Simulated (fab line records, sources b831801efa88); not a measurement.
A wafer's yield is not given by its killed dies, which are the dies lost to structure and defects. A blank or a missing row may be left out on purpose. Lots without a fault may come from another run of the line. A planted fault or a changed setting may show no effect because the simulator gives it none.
Chamber matching + flow sky130 + SKY_CAPM_CVD_00 on pecvd-02 has 3 sister chambers
The step deposits SiO2, target thk 15.5 nm. 3 wafers are shown with their chamber, then 10 later ones without.

## WAFERS WITH THEIR CHAMBER
| wafer  | chamber | heater_power_w (W) |
|--------|---------|--------------------|
| L088.2 | 1       | 867                |
| L090.3 | 0       | 657                |
| L090.4 | 2       | 655                |

## WAFERS WHOSE CHAMBER IS MISSING
| wafer  | heater_power_w (W) |
|--------|--------------------|
| L090.6 | 656                |
| L093.3 | 706                |
| L093.5 | 864                |
| L093.6 | 691                |
| L097.1 | 695                |
| L097.2 | 687                |
| L097.6 | 675                |
| L095.2 | 697                |
| L095.3 | 629                |
| L095.4 | 640                |

## WHICH CHAMBER EACH ONE RAN IN
| wafer  | from the rows above     | in truth |
|--------|-------------------------|----------|
| L090.6 | can't be placed: 0 or 2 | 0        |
| L093.3 | can't be placed: 0 or 2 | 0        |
| L093.5 | 1                       | 1        |
| L093.6 | can't be placed: 0 or 2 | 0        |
| L097.1 | can't be placed: 0 or 2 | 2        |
| L097.2 | can't be placed: 0 or 2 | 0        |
| L097.6 | can't be placed: 0 or 2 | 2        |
| L095.2 | can't be placed: 0 or 2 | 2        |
| L095.3 | can't be placed: 2 or 0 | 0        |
| L095.4 | can't be placed: 2 or 0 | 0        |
Correctly placed: 1 of 10. These rows do not allow placing 9 (true chamber among the candidates in 9). Placed wrongly: 0.
How it was worked out, from the rows above alone: a wafer's distance from a chamber is the root of the sum, over the readings, of the square of ((its reading less the chamber's mean) divided by the reading's scatter). The wafer belongs to the nearest chamber; if the next one is less than 2 further off, it can't be placed. A chamber's mean is the mean of its shown wafers. The scatter: with one shown wafer a chamber, the root of the mean of the squares of how far each hidden wafer lies from its nearest shown one.
